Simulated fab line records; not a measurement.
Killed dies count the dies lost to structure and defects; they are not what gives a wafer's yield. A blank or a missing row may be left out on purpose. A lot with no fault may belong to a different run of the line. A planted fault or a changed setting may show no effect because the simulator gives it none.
fab line records	flow gf180mcu
record: lots: 11	wafers: 31	last-day: 34
route steps=602 shown M3@412 V3@447 M4@456
lots that met no fault: taken from a fault-free run of the same line
start-h: hours from the record's first day to the start of the lot's first wafer shown	wait-h: hours since the lot's step before	" identical to the entry in the row above	L1.1+2: a row that stands for several wafers	- no value, or no start was given	* or withheld: withheld	< > ~ a bound
route shown NAME@n: NAME is a module with steps in the file, n the number in the route of the first one	usual: mean and standard deviation over wafers with no fault	same: alike in all rows	chamber/n: place in a boat	sites: readings site by site	_std_site: the standard deviation of these	_edge_site: inner sites' mean taken away from outer sites' mean	radius-mm: for every site, how far away it sits from the centre of the wafer	mask NAME#n: copy n	behind: the last tool/chamber to shape the wafer	hold: why the lot was held/for how many hours/how that ended	device: names the non-switching transistor (n, p or np)	end of line: tests run on the same wafers once the route is complete	a step given without rows: its recipe and nothing more	killed: at the first sort, the dies lost to defects and structure; wafer yield is something else	map: a wafer's dies, marking killed ones x, the rest . and places with no die _
set.NAME: the setting the step ran with; set.NAME@STEP: the setting that earlier step ran with	model.NAME: the simulator's own value behind a step, which no gauge read
route steps across a sampled set of lots; one table per step, one row per wafer
services: the hour from which a tool's chamber was out of use, counted from the record's first day as start-h (under 0 if before that day), plus the number of hours and why
== steps ==
step: GF_M3_SPUTTER_03
recipe: material: Ti	target-thk-nm: 10	substrate-temp-c: 300	chamber-pressure-pa: 0.3	power-w: 3000	time-s: 6.7
usual: throttle-valve-pct: 29.7/1.2
lot.wafer	tool	chamber	start-h	wait-h	throttle-valve-pct
L908.1	pvd-sputter-03	-	460.37	0.0	30.8
L908.2	"	-	"	"	28.5
L908.6	"	-	"	"	30.2
L909.4	pvd-sputter-03	-	468.21	0.0	30.1
L909.5	"	-	"	"	30.4
L909.6	"	-	"	"	27.6
L910.2	pvd-sputter-01	-	478.53	0.0	29.0
L910.3	"	-	"	"	29.6
L910.5	"	-	"	"	28.7
L911.2	pvd-sputter-01	-	486.38	0.0	28.8
L911.3	"	-	"	"	29.5
L911.6	"	-	"	"	29.0
L913.2	pvd-sputter-01	-	505.81	0.0	29.2
L913.3	"	-	"	"	29.2
L913.6	"	-	"	"	28.9
L914.1	pvd-sputter-02	-	518.09	0.0	30.9
L914.2	"	-	"	"	32.0
L914.4	"	-	"	"	30.8
L916.2	pvd-sputter-02	-	529.96	0.0	30.6
L916.3	"	-	"	"	31.9
L916.5	"	-	"	"	31.0
L917.1	pvd-sputter-03	-	546.97	0.0	30.6
L917.2	"	-	"	"	28.5
L917.3	"	-	"	"	27.7
L921.4	pvd-sputter-02	-	582.97	0.0	30.9
L921.6	"	-	"	"	30.7
L923.1	pvd-sputter-03	-	600.27	0.0	27.5
L923.4	"	-	"	"	29.8
L929.2	pvd-sputter-02	-	643.13	0.0	32.2
L929.4	"	-	"	"	31.0
L929.6	"	-	"	"	30.8
step: GF_V3_STRIP_18
recipe: chemistry: O2/N2	power-w: 1400	pressure-mtorr: 1500	platen-temp-c: 250	o2-flow-sccm: 3000	n2-flow-sccm: 300	overash-fraction: 0.5
usual: drypump-motor-current-A: 5.3/0.57	heater-power-w: 341/12	oes-product-au: 0.594/0.0048
lot.wafer	tool	chamber	start-h	wait-h	drypump-motor-current-A	heater-power-w	oes-product-au	rf-hours-counter-h
L908.1	plasma-asher-04	1	509.12	-	4.8	362	0.597	7
L908.2	"	0	"	"	5.0	341	0.601	7
L908.6	"	0	"	"	5.0	339	0.597	-
L909.4	plasma-asher-04	1	517.09	-	4.8	344	0.603	-
L909.5	"	0	"	"	5.0	331	0.598	-
L909.6	"	1	"	"	4.8	345	0.593	-
L910.2	plasma-asher-03	1	527.82	-	4.8	363	0.595	74
L910.3	"	1	"	"	4.8	346	0.589	-
L910.5	"	1	"	"	4.8	361	0.597	-
L911.2	plasma-asher-04	0	534.80	-	5.0	337	0.594	10
L911.3	"	1	"	"	4.8	358	0.598	-
L911.6	"	1	"	"	4.8	341	0.599	-
L913.2	plasma-asher-04	1	553.32	-	4.9	346	0.591	12
L913.3	"	0	"	"	5.0	346	0.595	-
L913.6	"	0	"	"	5.0	334	0.590	-
L914.1	plasma-asher-04	1	564.10	-	4.8	346	0.599	13
L914.2	"	0	"	"	5.0	338	0.591	13
L914.4	"	0	"	"	5.0	337	0.595	-
L916.2	plasma-asher-02	1	576.55	-	5.4	342	0.599	48
L916.3	"	0	"	"	5.5	349	0.595	-
L916.5	"	0	"	"	5.5	346	0.602	-
L917.1	plasma-asher-04	0	591.52	-	5.0	337	0.594	16
L917.2	"	1	"	"	4.8	347	0.593	16
L917.3	"	0	"	"	5.0	338	0.594	-
L921.4	plasma-asher-03	1	626.89	-	4.8	357	0.600	-
L921.6	"	1	"	"	4.8	357	0.594	-
L923.1	plasma-asher-02	1	643.35	-	5.4	346	0.595	55
L923.4	"	1	"	"	5.4	340	0.595	-
L929.2	plasma-asher-02	0	683.11	-	5.5	347	0.596	58
L929.4	"	0	"	"	5.5	344	0.597	-
L929.6	"	0	"	"	5.5	349	0.588	-
step: GF_V3_CVD_23
recipe: material: W	target-thk-nm: 350	time-s: 104.9	temp-c: 400	pressure-torr: 40
usual: heater-power-w: 812/52	susceptor-temp-C: 400.00/0.22
lot.wafer	tool	chamber	start-h	wait-h	heater-power-w	susceptor-temp-C
L908.1	cvd-w-01	0	509.79	0.0	800	399.98
L908.2	"	1	"	"	810	400.20
L908.6	"	1	"	"	802	399.99
L909.4	cvd-w-02	1	517.76	0.1	739	399.82
L909.5	"	0	"	"	881	400.22
L909.6	"	1	"	"	726	399.69
L910.2	cvd-w-02	1	528.46	0.0	741	400.02
L910.3	"	0	"	"	852	400.08
L910.5	"	0	"	"	867	400.01
L911.2	cvd-w-02	1	535.43	0.0	746	399.93
L911.3	"	0	"	"	875	399.66
L911.6	"	1	"	"	746	399.99
L913.2	cvd-w-02	0	553.97	0.0	865	399.48
L913.3	"	1	"	"	755	399.88
L913.6	"	0	"	"	869	399.73
L914.1	cvd-w-02	1	564.73	0.0	730	400.16
L914.2	"	0	"	"	881	400.06
L914.4	"	0	"	"	869	400.44
L916.2	cvd-w-02	1	577.18	0.0	743	400.22
L916.3	"	1	"	"	754	400.01
L916.5	"	0	"	"	871	399.94
L917.1	cvd-w-02	1	592.16	0.0	746	399.97
L917.2	"	0	"	"	904	400.28
L917.3	"	0	"	"	874	399.97
L921.4	cvd-w-01	0	627.53	0.0	799	399.75
L921.6	"	0	"	"	826	399.98
L923.1	cvd-w-01	0	644.03	0.0	806	400.13
L923.4	"	0	"	"	813	399.92
L929.2	cvd-w-02	1	683.82	0.0	734	400.21
L929.4	"	1	"	"	733	400.35
L929.6	"	1	"	"	731	400.28
step: GF_V3_RS_MEAS_24
recipe: thk-meas-gauge: four-point-probe	reads: W_of_V3_CVD_23+TiN_of_V3_SPUTTER_22+Ti_of_V3_SPUTTER_21
usual: V3_W_RS: 0.328/0.0038
lot.wafer	tool	chamber	start-h	wait-h	V3_W_RS[ohm/sq]
L908.1	film-metro-02	-	509.90	0.1	0.332
L908.2	"	-	"	"	0.330
L908.6	"	-	"	"	0.326
L909.4	film-metro-03	-	517.89	0.1	0.322
L909.5	"	-	"	"	0.328
L909.6	"	-	"	"	0.325
L910.2	film-metro-02	-	528.59	0.1	0.325
L910.3	"	-	"	"	0.326
L910.5	"	-	"	"	0.329
L911.2	film-metro-01	-	535.56	0.1	0.325
L911.3	"	-	"	"	0.333
L911.6	"	-	"	"	0.332
L913.2	film-metro-01	-	554.10	0.1	0.325
L913.3	"	-	"	"	0.323
L913.6	"	-	"	"	0.326
L914.1	film-metro-03	-	564.84	0.1	0.326
L914.2	"	-	"	"	0.331
L914.4	"	-	"	"	0.327
L916.2	film-metro-03	-	577.31	0.1	0.324
L916.3	"	-	"	"	0.327
L916.5	"	-	"	"	0.329
L917.1	film-metro-02	-	592.27	0.1	0.327
L917.2	"	-	"	"	0.324
L917.3	"	-	"	"	0.326
L921.4	film-metro-01	-	627.66	0.1	1.093
L921.6	"	-	"	"	1.110
L923.1	film-metro-02	-	644.14	0.1	0.329
L923.4	"	-	"	"	1.157
L929.2	film-metro-03	-	683.95	0.1	0.325
L929.4	"	-	"	"	0.325
L929.6	"	-	"	"	0.324
step: GF_V3_THK_MEAS_25
recipe: thk-meas-gauge: xrf	reads: W_of_V3_CVD_23
usual: V3_W_THK: 359/5.6
lot.wafer	tool	chamber	start-h	wait-h	V3_W_THK[nm]
L908.1	film-metro-02	-	510.02	0.1	360
L908.2	"	-	"	"	365
L908.6	"	-	"	"	366
L909.4	film-metro-03	-	517.98	0.1	368
L909.5	"	-	"	"	357
L909.6	"	-	"	"	362
L910.2	film-metro-02	-	528.70	0.1	368
L910.3	"	-	"	"	367
L910.5	"	-	"	"	362
L911.2	film-metro-01	-	535.67	0.1	356
L911.3	"	-	"	"	350
L911.6	"	-	"	"	351
L913.2	film-metro-01	-	554.21	0.1	355
L913.3	"	-	"	"	357
L913.6	"	-	"	"	356
L914.1	film-metro-03	-	564.96	0.1	363
L914.2	"	-	"	"	358
L914.4	"	-	"	"	362
L916.2	film-metro-03	-	577.42	0.1	364
L916.3	"	-	"	"	362
L916.5	"	-	"	"	358
L917.1	film-metro-02	-	592.39	0.1	365
L917.2	"	-	"	"	367
L917.3	"	-	"	"	367
L921.4	film-metro-01	-	627.75	0.1	109
L921.6	"	-	"	"	106
L923.1	film-metro-02	-	644.26	0.1	361
L923.4	"	-	"	"	103
L929.2	film-metro-03	-	684.06	0.1	363
L929.4	"	-	"	"	364
L929.6	"	-	"	"	363
step: GF_V3_CMP_26
recipe: stop-on: SiO2	down-force-psi: 3.5	platen-rpm: 60	t-overpolish-s: 15	target-thk-nm: 0	pad-velocity-m-s: 0.94248
usual: edge-zone-pressure-frac: 1.000/0.0042	motor-current-A: 10.1/0.66	time-to-endpoint-s: 83.8/2.4
lot.wafer	tool	chamber	start-h	wait-h	edge-zone-pressure-frac	motor-current-A	time-to-endpoint-s
L908.1	cmp-01	1	510.18	0.1	0.995	10.5	83.9
L908.2	"	2	"	"	1.002	10.3	84.2
L908.6	"	0	"	"	0.997	9.1	81.5
L909.4	cmp-02	1	518.11	0.1	0.997	10.6	83.0
L909.6	"	3	"	"	0.999	9.2	83.1
L909.5	"	0	"	"	1.007	9.2	84.0
L910.2	cmp-01	2	528.75	0.0	0.995	11.5	83.8
L910.3	"	0	"	"	0.999	9.1	82.5
L910.5	"	2	"	"	1.002	11.2	84.3
L911.3	cmp-01	1	535.72	0.0	0.996	10.6	84.4
L911.2	"	2	"	"	1.000	11.0	81.4
L911.6	"	1	"	"	1.004	10.4	82.9
L913.3	cmp-01	2	554.31	0.1	1.000	11.1	85.4
L913.2	"	3	"	"	0.998	9.9	89.0
L913.6	"	1	"	"	0.997	10.3	89.3
L914.1	cmp-02	0	565.07	0.1	0.998	9.8	86.9
L914.2	"	1	"	"	1.005	10.7	83.5
L914.4	"	2	"	"	1.004	10.8	84.8
L916.3	cmp-02	0	577.47	0.0	1.000	9.8	88.3
L916.2	"	1	"	"	0.997	10.6	87.4
L916.5	"	1	"	"	0.997	10.8	84.5
L917.2	cmp-01	1	592.66	0.2	1.007	10.2	85.2
L917.3	"	3	"	"	0.999	9.9	83.8
L917.1	"	0	"	"	1.003	8.7	80.0
L921.4	cmp-01	3	627.83	0.1	0.999	10.2	27.4
L921.6	"	3	"	"	1.000	10.0	28.1
L923.4	cmp-01	2	644.32	0.0	1.003	11.3	23.4
L923.1	"	0	"	"	1.001	9.5	82.6
L929.4	cmp-02	1	684.16	0.1	1.003	10.6	82.0
L929.2	"	3	"	"	0.994	9.5	81.7
L929.6	"	1	"	"	1.009	10.2	84.7
step: GF_M4_SPUTTER_00
recipe: material: Ti	target-thk-nm: 37.5	arriving-ion-energy-ev: 80	substrate-temp-c: 200	chamber-pressure-pa: 2	power-w: 4000	time-s: 150
usual: throttle-valve-pct: 29.8/0.95
lot.wafer	tool	chamber	start-h	wait-h	throttle-valve-pct
L908.1	pvd-sputter-02	-	510.38	0.1	30.6
L908.2	"	-	"	"	30.8
L908.6	"	-	"	"	30.7
L909.4	pvd-sputter-04	-	518.31	0.1	28.4
L909.5	"	-	"	"	30.1
L909.6	"	-	"	"	28.3
L910.2	pvd-sputter-01	-	529.05	0.2	28.6
L910.3	"	-	"	"	29.6
L910.5	"	-	"	"	29.1
L911.2	pvd-sputter-04	-	536.02	0.2	28.2
L911.3	"	-	"	"	29.6
L911.6	"	-	"	"	29.4
L913.2	pvd-sputter-01	-	554.56	0.1	29.5
L913.3	"	-	"	"	29.7
L913.6	"	-	"	"	29.4
L914.1	pvd-sputter-01	-	565.32	0.2	28.6
L914.2	"	-	"	"	29.4
L914.4	"	-	"	"	29.3
L916.2	pvd-sputter-01	-	577.77	0.2	29.6
L916.3	"	-	"	"	29.7
L916.5	"	-	"	"	28.5
L917.1	pvd-sputter-04	-	592.96	0.1	28.6
L917.2	"	-	"	"	30.3
L917.3	"	-	"	"	29.6
L921.4	pvd-sputter-04	-	628.08	0.2	30.4
L921.6	"	-	"	"	29.4
L923.1	pvd-sputter-02	-	644.62	0.1	32.1
L923.4	"	-	"	"	30.6
L929.2	pvd-sputter-01	-	684.41	0.1	29.0
L929.4	"	-	"	"	29.0
L929.6	"	-	"	"	28.7
== services ==
tool	chamber	start-h	hours	kind
pvd-sputter-01	-	436.85	4.1	repair
cmp-01	-	444.13	6.1	repair
pvd-sputter-02	-	457.48	4.7	repair
pvd-sputter-04	-	458.59	4.8	repair
cmp-01	-	459.42	2.5	repair
cmp-02	-	463.80	11.2	repair
plasma-asher-04	-	470.00	5.8	repair
cmp-01	-	481.08	0.6	repair
cmp-02	-	502.43	1.3	repair
cmp-01	-	519.13	3.9	repair
cmp-02	-	523.42	2.5	repair
pvd-sputter-02	-	543.39	2.8	repair
cmp-02	-	547.60	5.9	repair
cmp-01	-	551.22	0.7	repair
cmp-02	-	556.24	1.0	repair
cmp-01	-	564.64	0.7	repair
pvd-sputter-02	-	567.98	2.4	repair
cmp-02	-	572.04	4.0	pm
cmp-02	-	582.87	6.8	pm
cmp-02	-	591.67	1.3	repair
cmp-01	-	652.95	5.0	pm
cmp-01	-	657.96	15.5	pm
cmp-02	-	668.86	0.3	repair
cmp-01	-	672.61	7.8	repair
== key ==
first-sign: step: GF_V3_RS_MEAS_24	reading: V3_W_RS	direction: up	sigmas: 99+	usual: 0.328	struck: 1.120
effect: step: GF_V3_THK_MEAS_25	reading: V3_W_THK	direction: down	sigmas: 46	usual: 359	struck: 106
effect: step: GF_V3_CMP_26	reading: time-to-endpoint-s	direction: down	sigmas: 24	usual: *	struck: *
met-at GF_V3_CVD_23
struck-lots L921,L923
struck-wafers L921.4,L921.6,L923.4
not-acting-at GF_M3_SPUTTER_03,GF_V3_STRIP_18,GF_M4_SPUTTER_00
onset-between 509.79 627.53
fault: kind: process-parameter-drift	tool: cvd-w-01	chamber: -	onset-h: 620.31	steps: GF_V3_CVD_23	channel: target-thk-nm	offset: -243.15	shape: step	end-h: 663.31	scope: struck-wafers-only	acts-in: these-recipes-only	stated: 350
